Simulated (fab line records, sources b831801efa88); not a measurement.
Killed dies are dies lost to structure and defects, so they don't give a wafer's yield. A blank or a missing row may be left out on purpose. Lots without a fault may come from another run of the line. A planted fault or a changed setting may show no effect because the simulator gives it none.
fab line records | flow sfq_line
record lots=5 wafers=27
route steps=325 shown L0@3 M0@29 M1@70 M2@89 M3@119
start_h: hours from the record's first day to the start of the lot's first wafer shown | wait_h: hours since the lot's step before | " the same as in the row above | L1.1+2: a row that stands for several wafers | - no value, or no start given | * or withheld: withheld | < > ~ a bound
route shown NAME@n: a module of which the file shows steps, and the number in the route of the first | usual: mean/standard deviation of fault-free wafers | same: alike in all rows | chamber/n: place in a boat | sites: the reading at each site | _std_site: their standard deviation | _edge_site: outer sites' mean less inner sites' | radius_mm: how far each site lies from the wafer's centre | mask NAME#n: copy n | behind: the tool/chamber that last shaped the wafer | hold: why the lot was held/for how many hours/how that ended | device: the transistor (n, p or np) that didn't switch | end of line: the same wafers' tests at the end of the route | a step without rows: its recipe alone | killed: dies lost to structure and defects at the first sort, not the wafer's yield | map: a wafer's dies, x killed, . not, _ none there
set.NAME: the setting as run; set.NAME@STEP: as run at that earlier step | model.NAME: the simulator's own value behind a step, which no gauge read
lots whose settings were changed on purpose; a table a step, a row a wafer
## steps
# step SFQ_TRILAYER_L0_DEP_SPUTTER_003
# recipe material=MoNx_KI base_pressure_pa=1.33e-06 target_thk_nm=40 power_w=800 time_s=100 chamber_pressure_pa=0.4
# columns lot.wafer tool chamber start_h wait_h set.time_s model.MoNx_KI_of_TRILAYER_L0_DEP_SPUTTER_003.thk_nm
L074.1 pvd_sputter-06 - 12.49 0.0 100 40.13
L074.2 " - " " 52.62 21.04
L074.3 " - " " 52.62 21.33
L074.4 " - " " 52.62 21.16
L074.5 " - " " 100 40.74
L074.6 " - " " 100 40.05
L077.2 pvd_sputter-06 - 27.49 0.0 100 40.47
L077.4 " - " " 100 39.95
L077.6 " - " " 100 40.52
L078.1 pvd_sputter-06 - 32.49 0.0 132.6 53.22
L078.2 " - " " 100 41
L078.3 " - " " 100 40.86
L078.4 " - " " 132.6 53.45
L078.5 " - " " 100 40.51
L078.6 " - " " 132.6 53.41
L079.1 pvd_sputter-04 - 37.49 0.0 50.25 20.26
L079.2 " - " " 50.25 19.81
L079.3 " - " " 100 39.68
L079.4 " - " " 100 39.73
L079.5 " - " " 100 40.08
L079.6 " - " " 50.25 19.94
L081.1 pvd_sputter-06 - 47.49 0.0 100 40.11
L081.2 " - " " 78.5 31.98
L081.3 " - " " 78.5 31.66
L081.4 " - " " 78.5 31.48
L081.5 " - " " 100 40.44
L081.6 " - " " 100 40.21
# step SFQ_L0_RS_MEAS_901
# recipe thk_meas_gauge=four-point-probe reads=MoNx_KI_of_TRILAYER_L0_DEP_SPUTTER_003
# usual L0_MONX_KI_RS=43.2/0.32
# columns lot.wafer tool chamber start_h wait_h set.time_s@TRILAYER_L0_DEP_SPUTTER_003 L0_MONX_KI_RS[ohm/sq]
L074.1 film_metro-03 - 12.56 0.0 100 43.3
L074.2 " - " " 52.62 82.5
L074.3 " - " " 52.62 81.4
L074.4 " - " " 52.62 82.3
L074.5 " - " " 100 42.6
L074.6 " - " " 100 43.3
L077.2 film_metro-03 - 27.58 0.1 100 42.9
L077.4 " - " " 100 43.4
L077.6 " - " " 100 42.9
L078.1 film_metro-03 - 32.57 0.0 132.6 32.7
L078.2 " - " " 100 42.4
L078.3 " - " " 100 42.6
L078.4 " - " " 132.6 32.5
L078.5 " - " " 100 43.0
L078.6 " - " " 132.6 32.6
L079.1 film_metro-04 - 37.56 0.0 50.25 85.7
L079.2 " - " " 50.25 87.8
L079.3 " - " " 100 43.7
L079.4 " - " " 100 43.8
L079.5 " - " " 100 43.3
L079.6 " - " " 50.25 87.0
L081.1 film_metro-03 - 47.56 0.0 100 43.4
L081.2 " - " " 78.5 54.3
L081.3 " - " " 78.5 54.9
L081.4 " - " " 78.5 55.4
L081.5 " - " " 100 43.0
L081.6 " - " " 100 43.2
# step SFQ_L0_THK_MEAS_902
# recipe thk_meas_gauge=xrf reads=MoNx_KI_of_TRILAYER_L0_DEP_SPUTTER_003
# usual L0_MONX_KI_THK=39.8/0.36
# columns lot.wafer tool chamber start_h wait_h set.time_s@TRILAYER_L0_DEP_SPUTTER_003 L0_MONX_KI_THK[nm]
L074.1 film_metro-03 - 12.68 0.1 100 39.7
L074.2 " - " " 52.62 20.8
L074.3 " - " " 52.62 21.1
L074.4 " - " " 52.62 20.8
L074.5 " - " " 100 40.2
L074.6 " - " " 100 39.5
L077.2 film_metro-03 - 27.69 0.1 100 40.0
L077.4 " - " " 100 39.4
L077.6 " - " " 100 40.0
L078.1 film_metro-03 - 32.69 0.1 132.6 52.4
L078.2 " - " " 100 40.7
L078.3 " - " " 100 40.4
L078.4 " - " " 132.6 53.0
L078.5 " - " " 100 40.1
L078.6 " - " " 132.6 52.7
L079.1 film_metro-04 - 37.68 0.1 50.25 20.1
L079.2 " - " " 50.25 19.6
L079.3 " - " " 100 39.2
L079.4 " - " " 100 39.3
L079.5 " - " " 100 39.8
L079.6 " - " " 50.25 19.7
L081.1 film_metro-03 - 47.68 0.1 100 39.5
L081.2 " - " " 78.5 31.8
L081.3 " - " " 78.5 31.4
L081.4 " - " " 78.5 31.1
L081.5 " - " " 100 40.3
L081.6 " - " " 100 39.6
# step SFQ_TRILAYER_L0_LITHO_COAT_010
# recipe resist=BARC spin_rpm=3000 resist_thk_nm=62
# step SFQ_TRILAYER_L0_LITHO_COAT_005
# recipe resist=KrF spin_rpm=3000 resist_thk_nm=600
# step SFQ_TRILAYER_L0_LITHO_DEVELOP_007
# recipe time_s=60 resist=KrF
# step SFQ_TRILAYER_L0_BARC_OPEN_METAL_ETCH_010
# recipe mask_material=PR chemistry=O2 target_depth_nm=125 target=BARC icp_w=600 bias_w=80 pressure_mtorr=10 time_s=41.7
# step SFQ_TRILAYER_L0_ETCH_METAL_ETCH_008
# recipe target=MoNx_KI stop_on=SiO2 mask_material=PR chemistry=SF6/O2 target_depth_nm=50 icp_w=600 bias_w=80 pressure_mtorr=10 time_s=25
# usual oes_product_au=0.876/0.0057
# columns lot.wafer tool chamber start_h wait_h set.time_s@TRILAYER_L0_DEP_SPUTTER_003 oes_product_au
L074.1 rie_metal-01 0 73.02 0.0 100 0.879
L074.2 " 1 " " 52.62 0.634
L074.3 " 1 " " 52.62 0.647
L074.4 " 0 " " 52.62 0.637
L074.5 " 0 " " 100 0.889
L074.6 " 1 " " 100 0.870
L077.2 rie_metal-04 1 102.62 0.0 100 0.872
L077.4 " 0 " " 100 0.880
L077.6 " 1 " " 100 0.880
L078.1 rie_metal-04 1 111.02 0.0 132.6 0.991
L078.2 " 0 " " 100 0.884
L078.3 " 1 " " 100 0.888
L078.4 " 0 " " 132.6 0.995
L078.5 " 1 " " 100 0.885
L078.6 " 0 " " 132.6 0.998
L079.1 rie_metal-04 0 115.82 0.0 50.25 0.619
L079.2 " 1 " " 50.25 0.619
L079.3 " 0 " " 100 0.873
L079.4 " 1 " " 100 0.872
L079.5 " 0 " " 100 0.877
L079.6 " 1 " " 50.25 0.625
L081.1 rie_metal-03 1 121.82 0.0 100 0.872
L081.2 " 0 " " 78.5 0.772
L081.3 " 1 " " 78.5 0.767
L081.4 " 0 " " 78.5 0.760
L081.5 " 0 " " 100 0.880
L081.6 " 1 " " 100 0.874
# step SFQ_TRILAYER_M0_DEP_SPUTTER_019
# recipe material=Nb base_pressure_pa=1.33e-06 chamber_pressure_pa=0.1333 substrate_temp_c=20 resputter_cathode_voltage_v=400 target_thk_nm=200 power_w=2000 time_s=133.3
# columns lot.wafer tool chamber start_h wait_h set.time_s model.Nb_of_TRILAYER_M0_DEP_SPUTTER_019.thk_nm
L074.1 pvd_sputter-03 - 147.89 0.0 92.92 139.7
L074.2 " - " " 133.3 200.1
L074.3 " - " " 92.92 140.7
L074.4 " - " " 92.92 142
L074.5 " - " " 133.3 201.3
L074.6 " - " " 133.3 204.1
L077.2 pvd_sputter-05 - 183.96 0.0 133.3 198.5
L077.4 " - " " 133.3 201.2
L077.6 " - " " 133.3 200.4
L078.1 pvd_sputter-03 - 192.36 0.0 199.3 298.3
L078.2 " - " " 133.3 198.2
L078.3 " - " " 133.3 197.9
L078.4 " - " " 133.3 198.1
L078.5 " - " " 199.3 298.7
L078.6 " - " " 199.3 297.2
L079.1 pvd_sputter-03 - 195.96 0.0 133.3 199.2
L079.2 " - " " 113.1 169.6
L079.3+4 " - " " 133.3 200.1
L079.5 " - " " 113.1 170.5
L079.6 " - " " 113.1 170.4
L081.1 pvd_sputter-05 - 205.80 0.0 133.3 198.8
L081.2 " - " " 133.3 198.3
L081.3 " - " " 133.3 200.6
L081.4 " - " " 133.3 197.2
L081.5 " - " " 133.3 198.7
L081.6 " - " " 133.3 201.1
# step SFQ_M0_RS_MEAS_904
# recipe thk_meas_gauge=four-point-probe reads=Nb_of_TRILAYER_M0_DEP_SPUTTER_019
# usual M0_NB_RS=0.893/0.0082
# columns lot.wafer tool chamber start_h wait_h set.time_s@TRILAYER_M0_DEP_SPUTTER_019 M0_NB_RS[ohm/sq]
L074.1 film_metro-02 - 147.98 0.0 92.92 1.280
L074.2 " - " " 133.3 0.889
L074.3 " - " " 92.92 1.271
L074.4 " - " " 92.92 1.258
L074.5 " - " " 133.3 0.885
L074.6 " - " " 133.3 0.872
L077.2 film_metro-03 - 184.07 0.1 133.3 0.896
L077.4 " - " " 133.3 0.883
L077.6 " - " " 133.3 0.887
L078.1 film_metro-01 - 192.45 0.0 199.3 0.594
L078.2 " - " " 133.3 0.895
L078.3 " - " " 133.3 0.900
L078.4 " - " " 133.3 0.898
L078.5 " - " " 199.3 0.593
L078.6 " - " " 199.3 0.597
L079.1 film_metro-02 - 196.05 0.0 133.3 0.893
L079.2 " - " " 113.1 1.051
L079.3 " - " " 133.3 0.889
L079.4 " - " " 133.3 0.890
L079.5 " - " " 113.1 1.046
L079.6 " - " " 113.1 1.048
L081.1 film_metro-02 - 205.89 0.0 133.3 0.896
L081.2 " - " " 133.3 0.899
L081.3 " - " " 133.3 0.886
L081.4 " - " " 133.3 0.901
L081.5 " - " " 133.3 0.896
L081.6 " - " " 133.3 0.885
# step SFQ_TRILAYER_M0_LITHO_COAT_026
# recipe resist=BARC spin_rpm=3000 resist_thk_nm=62
# step SFQ_TRILAYER_M0_BARC_OPEN_METAL_ETCH_031
# recipe mask_material=PR chemistry=O2 target_depth_nm=125 target=BARC icp_w=600 bias_w=80 pressure_mtorr=10 time_s=41.7
# step SFQ_TRILAYER_M0_ETCH_METAL_ETCH_024
# recipe target=Nb stop_on=SiO2 mask_material=PR chemistry=Cl2/Ar target_depth_nm=240 icp_w=600 bias_w=80 pressure_mtorr=10 time_s=120
# usual oes_product_au=0.893/0.0067
# columns lot.wafer tool chamber start_h wait_h set.time_s@TRILAYER_M0_DEP_SPUTTER_019 oes_product_au
L074.1 rie_metal-01 0 242.68 0.0 92.92 0.722
L074.2 " 1 " " 133.3 0.900
L074.3 " 1 " " 92.92 0.743
L074.4 " 0 " " 92.92 0.750
L074.5 " 0 " " 133.3 0.894
L074.6 " 1 " " 133.3 0.906
L077.2 rie_metal-01 1 277.16 0.0 133.3 0.896
L077.4 " 0 " " 133.3 0.901
L077.6 " 1 " " 133.3 0.897
L078.1 rie_metal-03 1 286.76 0.0 199.3 1.004
L078.2 " 0 " " 133.3 0.890
L078.3 " 1 " " 133.3 0.891
L078.4 " 0 " " 133.3 0.893
L078.5 " 1 " " 199.3 1.006
L078.6 " 0 " " 199.3 0.994
L079.1 rie_metal-01 1 293.96 0.0 133.3 0.889
L079.2 " 0 " " 113.1 0.811
L079.3 " 1 " " 133.3 0.901
L079.4 " 0 " " 133.3 0.896
L079.5 " 0 " " 113.1 0.827
L079.6 " 1 " " 113.1 0.817
L081.1 rie_metal-01 0 309.56 0.0 133.3 0.889
L081.2 " 1 " " 133.3 0.888
L081.3 " 0 " " 133.3 0.904
L081.4 " 1 " " 133.3 0.880
L081.5 " 0 " " 133.3 0.885
L081.6 " 1 " " 133.3 0.897
# step SFQ_TRILAYER_M1_ETCH_METAL_ETCH_042
# recipe target=Nb stop_on=SiO2 mask_material=PR chemistry=Cl2/Ar target_depth_nm=240 icp_w=600 bias_w=80 pressure_mtorr=10 time_s=120
# usual oes_product_au=0.901/0.0067
# columns lot.wafer tool chamber start_h wait_h set.time_s oes_product_au model.M1.feature_depth_nm model.KrF_of_TRILAYER_M1_LITHO_COAT_039.thk_nm
L074.1 rie_metal-03 0 498.96 0.1 120 0.902 203.1 384.3
L074.2 " 0 " " 120 0.898 203.2 383.2
L074.3 " 0 " " 120 0.908 202 381.4
L074.4 " 0 " " 120 0.896 203.6 383.8
L074.5 " 0 " " 120 0.895 202.5 381.4
L074.6 " 0 " " 120 0.898 202.8 383.1
L077.2 rie_metal-04 1 542.33 0.1 120 0.892 200.6 378.7
L077.4 " 1 " " 120 0.892 198.8 377.7
L077.6 " 1 " " 120 0.901 201.2 376.7
L078.1 rie_metal-01 0 554.22 0.0 120 0.912 205.1 378.9
L078.2 " 1 " " 120 0.898 203.2 385.6
L078.3 " 0 " " 120 0.897 203.4 382
L078.4 " 1 " " 120 0.902 204 387.2
L078.5 " 1 " " 120 0.898 201 384.2
L078.6 " 0 " " 120 0.900 203.7 381
L079.1 rie_metal-04 1 563.95 0.0 141 0.909 211.3 356.7
L079.2 " 0 " " 120 0.914 208.2 378.5
L079.3 " 0 " " 120 0.909 204.4 381.2
L079.4 " 1 " " 120 0.919 207.2 381.7
L079.5 " 0 " " 141 0.896 211.4 354.7
L079.6 " 1 " " 141 0.894 213.1 355.3
L081.1 rie_metal-01 1 578.35 0.0 70.44 0.986 138 442.6
L081.2 " 0 " " 70.44 1.012 142.5 439.4
L081.3 " 0 " " 120 0.901 201.2 380.5
L081.4 " 1 " " 120 0.897 203.1 386.3
L081.5 " 1 " " 70.44 0.985 138.8 439.8
L081.6 " 0 " " 120 0.906 202.5 380.1
# step SFQ_TRILAYER_M2_DEP_SPUTTER_055
# recipe material=Nb base_pressure_pa=1.33e-06 chamber_pressure_pa=0.1333 substrate_temp_c=20 resputter_cathode_voltage_v=400 target_thk_nm=200 power_w=2000 time_s=133.3
# columns lot.wafer tool chamber start_h wait_h set.time_s model.Nb_of_TRILAYER_M2_DEP_SPUTTER_055.thk_nm
L074.1 pvd_sputter-04 - 647.36 0.0 79.02 121.6
L074.2 " - " " 79.02 121
L074.3 " - " " 133.3 202.9
L074.4 " - " " 133.3 199.5
L074.5 " - " " 133.3 200.4
L074.6 " - " " 79.02 120.6
L077.2+6 pvd_sputter-03 - 695.36 0.0 133.3 202.1
L077.4 " - " " 133.3 203.9
L078.1 pvd_sputter-06 - 706.16 0.0 167.3 254.3
L078.2 " - " " 133.3 201.8
L078.3 " - " " 133.3 200.4
L078.4 " - " " 167.3 250.7
L078.5 " - " " 167.3 252.4
L078.6 " - " " 133.3 200.5
L079.1 pvd_sputter-06 - 716.20 0.0 179.7 268.6
L079.2 " - " " 133.3 199
L079.3 " - " " 133.3 201.4
L079.4 " - " " 179.7 269.6
L079.5 " - " " 133.3 201.7
L079.6 " - " " 179.7 270.2
L081.1+6 pvd_sputter-03 - 730.73 0.0 101.7 151.8
L081.2 " - " " 133.3 199.4
L081.3 " - " " 101.7 152.1
L081.4 " - " " 133.3 198.6
L081.5 " - " " 133.3 197.3
# step SFQ_M2_RS_MEAS_914
# recipe thk_meas_gauge=four-point-probe reads=Nb_of_TRILAYER_M2_DEP_SPUTTER_055
# usual M2_NB_RS=0.884/0.0084
# columns lot.wafer tool chamber start_h wait_h set.time_s@TRILAYER_M2_DEP_SPUTTER_055 M2_NB_RS[ohm/sq]
L074.1 film_metro-01 - 647.45 0.0 79.02 1.472
L074.2 " - " " 79.02 1.479
L074.3 " - " " 133.3 0.878
L074.4 " - " " 133.3 0.892
L074.5 " - " " 133.3 0.887
L074.6 " - " " 79.02 1.485
L077.2 film_metro-01 - 695.47 0.1 133.3 0.880
L077.4 " - " " 133.3 0.873
L077.6 " - " " 133.3 0.881
L078.1 film_metro-03 - 706.25 0.0 167.3 0.697
L078.2 " - " " 133.3 0.882
L078.3 " - " " 133.3 0.886
L078.4 " - " " 167.3 0.709
L078.5 " - " " 167.3 0.703
L078.6 " - " " 133.3 0.887
L079.1 film_metro-01 - 716.29 0.0 179.7 0.660
L079.2 " - " " 133.3 0.895
L079.3 " - " " 133.3 0.885
L079.4 " - " " 179.7 0.657
L079.5 " - " " 133.3 0.883
L079.6 " - " " 179.7 0.657
L081.1 film_metro-03 - 730.82 0.0 101.7 1.174
L081.2 " - " " 133.3 0.892
L081.3 " - " " 101.7 1.176
L081.4 " - " " 133.3 0.897
L081.5 " - " " 133.3 0.901
L081.6 " - " " 101.7 1.177
# step SFQ_TRILAYER_M2_LITHO_COAT_062
# recipe resist=BARC spin_rpm=3000 resist_thk_nm=62
# step SFQ_TRILAYER_M2_BARC_OPEN_METAL_ETCH_077
# recipe mask_material=PR chemistry=O2 target_depth_nm=125 target=BARC icp_w=600 bias_w=80 pressure_mtorr=10 time_s=41.7
# step SFQ_TRILAYER_M2_ETCH_METAL_ETCH_060
# recipe target=Nb stop_on=SiO2 mask_material=PR chemistry=Cl2/Ar target_depth_nm=240 icp_w=581.5 bias_w=80 pressure_mtorr=10 time_s=120
# usual oes_product_au=0.897/0.006
# columns lot.wafer tool chamber start_h wait_h set.time_s@TRILAYER_M2_DEP_SPUTTER_055 oes_product_au
L074.1 rie_metal-02 0 649.97 0.0 79.02 0.691
L074.2 " 1 " " 79.02 0.700
L074.3 " 0 " " 133.3 0.902
L074.4 " 1 " " 133.3 0.890
L074.5 " 1 " " 133.3 0.887
L074.6 " 0 " " 79.02 0.685
L077.2 rie_metal-02 0 697.97 0.0 133.3 0.901
L077.4 " 1 " " 133.3 0.906
L077.6 " 0 " " 133.3 0.899
L078.1 rie_metal-01 0 710.94 0.0 167.3 0.974
L078.2 " 1 " " 133.3 0.899
L078.3 " 1 " " 133.3 0.905
L078.4 " 0 " " 167.3 0.982
L078.5 " 0 " " 167.3 0.982
L078.6 " 1 " " 133.3 0.896
L079.1 rie_metal-01 1 853.91 0.0 179.7 0.959
L079.2 " 0 " " 133.3 0.895
L079.3 " 1 " " 133.3 0.906
L079.4 " 0 " " 179.7 0.976
L079.5 " 0 " " 133.3 0.908
L079.6 " 1 " " 179.7 0.956
L081.1 rie_metal-01 1 865.91 0.0 101.7 0.764
L081.2 " 0 " " 133.3 0.903
L081.3 " 0 " " 101.7 0.770
L081.4 " 1 " " 133.3 0.888
L081.5 " 0 " " 133.3 0.888
L081.6 " 1 " " 101.7 0.771
# step SFQ_TRILAYER_M3_DEP_SPUTTER_073
# recipe material=Nb base_pressure_pa=1.33e-06 chamber_pressure_pa=0.1333 substrate_temp_c=20 resputter_cathode_voltage_v=400 target_thk_nm=200 power_w=2000 time_s=133.3
# columns lot.wafer tool chamber start_h wait_h set.time_s model.Nb_of_TRILAYER_M3_DEP_SPUTTER_073.thk_nm
L074.1 pvd_sputter-05 - 766.74 0.0 133.3 201.4
L074.2 " - " " 133.3 204.6
L074.3 " - " " 133.3 205.1
L074.4 " - " " 133.3 203.5
L074.5 " - " " 133.3 203.6
L074.6 " - " " 133.3 202.8
L077.2 pvd_sputter-04 - 770.33 0.0 133.3 199.4
L077.4 " - " " 133.3 200.1
L077.6 " - " " 133.3 201.4
L078.1 pvd_sputter-06 - 771.54 0.0 133.3 197.2
L078.2 " - " " 203.7 302.7
L078.3 " - " " 133.3 196.8
L078.4 " - " " 203.7 304
L078.5 " - " " 133.3 199.2
L078.6 " - " " 203.7 302.5
L079.1 pvd_sputter-06 - 862.58 0.0 60.09 90.81
L079.2 " - " " 133.3 202.2
L079.3 " - " " 60.09 88.46
L079.4 " - " " 133.3 202
L079.5 " - " " 60.09 91.95
L079.6 " - " " 133.3 198.4
L081.1 pvd_sputter-05 - 875.00 0.0 72.62 111.5
L081.2 " - " " 133.3 204.2
L081.3 " - " " 133.3 203.9
L081.4 " - " " 72.62 110.4
L081.5 " - " " 72.62 111.6
L081.6 " - " " 133.3 203.2
# step SFQ_M3_RS_MEAS_919
# recipe thk_meas_gauge=four-point-probe reads=Nb_of_TRILAYER_M3_DEP_SPUTTER_073
# usual M3_NB_RS=0.888/0.0098
# columns lot.wafer tool chamber start_h wait_h set.time_s@TRILAYER_M3_DEP_SPUTTER_073 M3_NB_RS[ohm/sq]
L074.1 film_metro-02 - 766.83 0.0 133.3 0.885
L074.2 " - " " 133.3 0.868
L074.3 " - " " 133.3 0.868
L074.4 " - " " 133.3 0.875
L074.5 " - " " 133.3 0.875
L074.6 " - " " 133.3 0.876
L077.2 film_metro-03 - 770.44 0.1 133.3 0.894
L077.4 " - " " 133.3 0.888
L077.6 " - " " 133.3 0.884
L078.1 film_metro-03 - 771.63 0.0 133.3 0.899
L078.2 " - " " 203.7 0.585
L078.3 " - " " 133.3 0.907
L078.4 " - " " 203.7 0.584
L078.5 " - " " 133.3 0.895
L078.6 " - " " 203.7 0.586
L079.1 film_metro-04 - 862.67 0.0 60.09 1.988
L079.2 " - " " 133.3 0.879
L079.3 " - " " 60.09 2.041
L079.4 " - " " 133.3 0.881
L079.5 " - " " 60.09 1.958
L079.6 " - " " 133.3 0.898
L081.1 film_metro-02 - 875.09 0.0 72.62 1.607
L081.2 " - " " 133.3 0.870
L081.3 " - " " 133.3 0.873
L081.4 " - " " 72.62 1.627
L081.5 " - " " 72.62 1.609
L081.6 " - " " 133.3 0.874
## key
split step=SFQ_TRILAYER_L0_DEP_SPUTTER_003 setting=time_s stated=100 by=wafer
response step=SFQ_TRILAYER_L0_DEP_SPUTTER_003 reading=model.MoNx_KI_of_TRILAYER_L0_DEP_SPUTTER_003.thk_nm change=+0.398 per=1% r=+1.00
response step=SFQ_L0_RS_MEAS_901 reading=L0_MONX_KI_RS change=-0.733 per=1% r=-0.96
response step=SFQ_L0_THK_MEAS_902 reading=L0_MONX_KI_THK change=+0.393 per=1% r=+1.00
response step=SFQ_TRILAYER_L0_ETCH_METAL_ETCH_008 reading=oes_product_au change=+0.00478 per=1% r=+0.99
split step=SFQ_TRILAYER_M0_DEP_SPUTTER_019 setting=time_s stated=133.3 by=wafer
response step=SFQ_TRILAYER_M0_DEP_SPUTTER_019 reading=model.Nb_of_TRILAYER_M0_DEP_SPUTTER_019.thk_nm change=+2.01 per=1% r=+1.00
response step=SFQ_M0_RS_MEAS_904 reading=M0_NB_RS change=-0.0081 per=1% r=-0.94
response step=SFQ_TRILAYER_M0_ETCH_METAL_ETCH_024 reading=oes_product_au change=+0.0032 per=1% r=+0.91
split step=SFQ_TRILAYER_M1_ETCH_METAL_ETCH_042 setting=time_s stated=120 by=wafer
response step=SFQ_TRILAYER_M1_ETCH_METAL_ETCH_042 reading=oes_product_au change=-0.00204 per=1% r=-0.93
response step=SFQ_TRILAYER_M1_ETCH_METAL_ETCH_042 reading=model.M1.feature_depth_nm change=+1.33 per=1% r=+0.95
response step=SFQ_TRILAYER_M1_ETCH_METAL_ETCH_042 reading=model.KrF_of_TRILAYER_M1_LITHO_COAT_039.thk_nm change=-1.41 per=1% r=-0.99
split step=SFQ_TRILAYER_M2_DEP_SPUTTER_055 setting=time_s stated=133.3 by=wafer
response step=SFQ_TRILAYER_M2_DEP_SPUTTER_055 reading=model.Nb_of_TRILAYER_M2_DEP_SPUTTER_055.thk_nm change=+1.98 per=1% r=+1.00
response step=SFQ_M2_RS_MEAS_914 reading=M2_NB_RS change=-0.0106 per=1% r=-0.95
response step=SFQ_TRILAYER_M2_ETCH_METAL_ETCH_060 reading=oes_product_au change=+0.00374 per=1% r=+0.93
split step=SFQ_TRILAYER_M3_DEP_SPUTTER_073 setting=time_s stated=133.3 by=wafer
response step=SFQ_TRILAYER_M3_DEP_SPUTTER_073 reading=model.Nb_of_TRILAYER_M3_DEP_SPUTTER_073.thk_nm change=+2.01 per=1% r=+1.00
response step=SFQ_M3_RS_MEAS_919 reading=M3_NB_RS change=-0.0141 per=1% r=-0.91
